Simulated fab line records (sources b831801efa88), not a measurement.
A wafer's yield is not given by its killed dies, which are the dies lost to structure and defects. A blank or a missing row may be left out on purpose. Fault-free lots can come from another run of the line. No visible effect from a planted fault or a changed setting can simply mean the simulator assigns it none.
Which tool is to blame?    flow sky130    12 lots with 36 wafers sampled at 5 steps, on a route of 708 steps

## WHAT THE GAUGES READ, wafer by wafer
SKY_SONOS_ONO_CD_MEAS_13: target cd 410 nm. Usual: cd nm 410.3 nm, standard deviation 1.9.
lot   measured      on         cd nm (nm)         flag
L951  day 12 15:58  cd sem-02  408.6 410.5 411.3  
L953  day 13 14:04  cd sem-02  411.2 412.1 410.8  
L954  day 13 19:34  cd sem-02  409.7 407.7 406.9  
L956  day 14 17:17  cd sem-01  411.2 411.2 410.5  
L957  day 14 21:19  cd sem-01  410.9 409.5 408.9  
L958  day 15 09:59  cd sem-02  412.8 410.9 410.6  
L961  day 16 06:08  cd sem-01  410.3 410.6 410.5  
L964  day 17 05:23  cd sem-02  409.3 410.7 412.4  
L969  day 19 01:34  cd sem-01  409.4 411.9 410.1  
L970  day 19 05:08  cd sem-02  409.4 410.0 410.0  
L972  day 19 22:22  cd sem-01  411.6 409.8 409.4  
L973  day 20 03:24  cd sem-02  410.5 410.2 410.0  

SKY_SONOS_ONO_OVL_MEAS_14. Usual: for SONOS_ONO_OVL the level is 1.1 nm and the standard deviation is 1.1.
lot   measured      on          SONOS_ONO_OVL (nm)  flag
L951  day 12 16:05  overlay-02  1.1 0.8 0.9         
L953  day 13 14:11  overlay-02  0.2 0.0 1.9         
L954  day 13 19:38  overlay-02  -0.3 1.7 3.1        
L956  day 14 17:23  overlay-01  1.4 2.3 0.6         
L957  day 14 21:26  overlay-01  -0.3 -0.7 -1.3      
L958  day 15 10:05  overlay-01  1.5 1.3 3.1         
L961  day 16 06:15  overlay-01  4.3 2.9 2.7         
L964  day 17 05:29  overlay-01  2.1 2.0 1.2         
L969  day 19 01:41  overlay-02  2.4 1.6 0.8         
L970  day 19 05:16  overlay-02  1.5 0.9 1.1         
L972  day 19 22:29  overlay-01  -0.1 0.6 -1.3       
L973  day 20 03:30  overlay-02  2.6 2.0 2.1         

SKY_RES_PROTECT_TW_MEAS_08. Usual: for POLY_GATE_TW the level is 4071 and the standard deviation is 33.
lot   measured      on             POLY_GATE_TW    flag
L951  day 15 05:07  film metro-02  4030 4027 4032  
L953  day 16 05:16  film metro-02  4007 4009 4021  
L954  day 16 08:38  film metro-02  4022 4029 4020  
L956  day 17 07:25  film metro-04  4077 4107 4115  
L957  day 17 09:58  film metro-02  4059 4060 4063  
L958  day 18 01:01  film metro-02  4016 4018 4010  
L961  day 19 00:43  film metro-03  4122 4088 4101  
L964  day 20 02:16  film metro-04  4089 4077 4073  
L969  day 21 21:13  film metro-02  4033 4023 4020  
L970  day 22 00:19  film metro-04  4105 4102 4113  
L972  day 22 16:10  film metro-04  4094 4125 4083  
L973  day 22 23:55  film metro-04  4076 4096 4093  

SKY_POLY_GATE_CD_MEAS_13: target cd 150 nm. Usual: cd nm 150.5 nm, standard deviation 1.2.
lot   measured      on         cd nm (nm)         flag
L951  day 16 10:25  cd sem-01  151.1 150.9 150.5  
L953  day 17 11:31  cd sem-02  151.2 149.8 151.4  
L954  day 17 18:05  cd sem-01  134.8 134.8 135.7  OFF
L956  day 18 15:05  cd sem-02  150.2 152.4 150.5  
L957  day 18 17:22  cd sem-02  137.5 138.1 138.4  OFF
L958  day 19 08:23  cd sem-02  137.1 138.6 136.6  OFF
L961  day 20 09:16  cd sem-01  144.4 143.7 142.4  OFF
L964  day 21 10:43  cd sem-02  148.5 148.8 149.2  
L969  day 23 05:34  cd sem-02  152.0 151.9 151.5  
L970  day 23 08:35  cd sem-01  149.0 149.0 148.3  
L972  day 23 23:52  cd sem-01  150.6 150.4 149.6  
L973  day 24 05:50  cd sem-02  150.3 148.8 149.6  

## WHICH TOOL RAN EACH LOT (tool, then ch and the chambers of the sampled wafers, then the start)
lot   SKY_POLY_GATE_EXPOSE_10
L951  krf scanner-02 ch 0, day 15 20:59
L953  krf scanner-01 ch 0, day 16 21:19
L954  krf scanner-01 ch 0, day 17 03:07
L956  krf scanner-02 ch 0, day 18 00:02
L957  krf scanner-01 ch 0, day 18 02:26
L958  krf scanner-01 ch 0, day 18 17:16
L961  krf scanner-01 ch 0, day 19 18:53
L964  krf scanner-02 ch 0, day 20 19:15
L969  krf scanner-02 ch 0, day 22 14:01
L970  krf scanner-02 ch 0, day 22 16:55
L972  krf scanner-02 ch 0, day 23 09:50
L973  krf scanner-02 ch 0, day 23 15:38
- SKY_POLY_GATE_EXPOSE_10: exposes mask P1M, target cd 150 nm.

## WHAT THE TOOLS THEMSELVES READ (means of the sampled wafers that have a number; where no wafer has one, the mark that the record gives instead)
SKY_POLY_GATE_EXPOSE_10. Usual: exposure dose mJ cm2 28.010, standard deviation 0.027; focus offset nm 0.1 nm, standard deviation 0.56.
lot   tool            exposure dose mJ cm2  focus offset nm (nm)  flag
L951  krf scanner-02  28.009                -0.1                  
L953  krf scanner-01  28.044                -0.2                  
L954  krf scanner-01  30.620                -0.0                  OFF
L956  krf scanner-02  28.029                0.2                   
L957  krf scanner-01  30.155                -0.5                  OFF
L958  krf scanner-01  30.154                0.4                   OFF
L961  krf scanner-01  29.341                -0.8                  OFF
L964  krf scanner-02  28.014                0.6                   
L969  krf scanner-02  28.034                -0.3                  
L970  krf scanner-02  27.993                -0.1                  
L972  krf scanner-02  28.038                -0.0                  
L973  krf scanner-02  27.986                0.1                   

## THE ANSWER, worked out from the rows above alone
Rule: take the mean of a lot's wafers that have a number; if it is more than 3 standard deviations from the usual mean, the lot is off. Also off: a lot with no number at a reading for which 4 or more lots have one. The other lots that the step has rows for count as sound. Order of review: gauges by route order, followed by the tools' own readings, for which a lot's mean as printed above is used. At the first step where some lot is off, the reading lying furthest off is the one used; lots without a number count as furthest.
Off: L954, L957, L958, L961, at SKY_POLY_GATE_CD_MEAS_13 (cd nm).
If a tool, at a process step before that reading, ran all the lots that are off and no sound lot after the first of them, it fits. Not tried: the gauges at SKY_POLY_GATE_CD_MEAS_13; whatever is off there is also off at SKY_POLY_GATE_EXPOSE_10, on other tools, and gauge error can't account for it. One candidate fits, namely krf scanner-01 at SKY_POLY_GATE_EXPOSE_10. A fault onset in the window from L953 (day 16 21:19, its last sound lot) to L954 (day 17 03:07, its first lot off) fits.
The tool's own readings at SKY_POLY_GATE_EXPOSE_10 bear it out: on the lots that are off they differ by more than 5 times the standard deviation of the sound lots' means. exposure dose mJ cm2 reads 30.068 there against 28.018 on the sound lots.

## WHAT HAD BEEN PUT IN BY THE SIMULATOR
Drift in process parameters on krf scanner-01 at SKY_POLY_GATE_EXPOSE_10, starting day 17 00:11. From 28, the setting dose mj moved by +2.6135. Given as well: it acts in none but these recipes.
Lots struck among those shown: L954, L957, L958, L961. The same result came from the rule above.
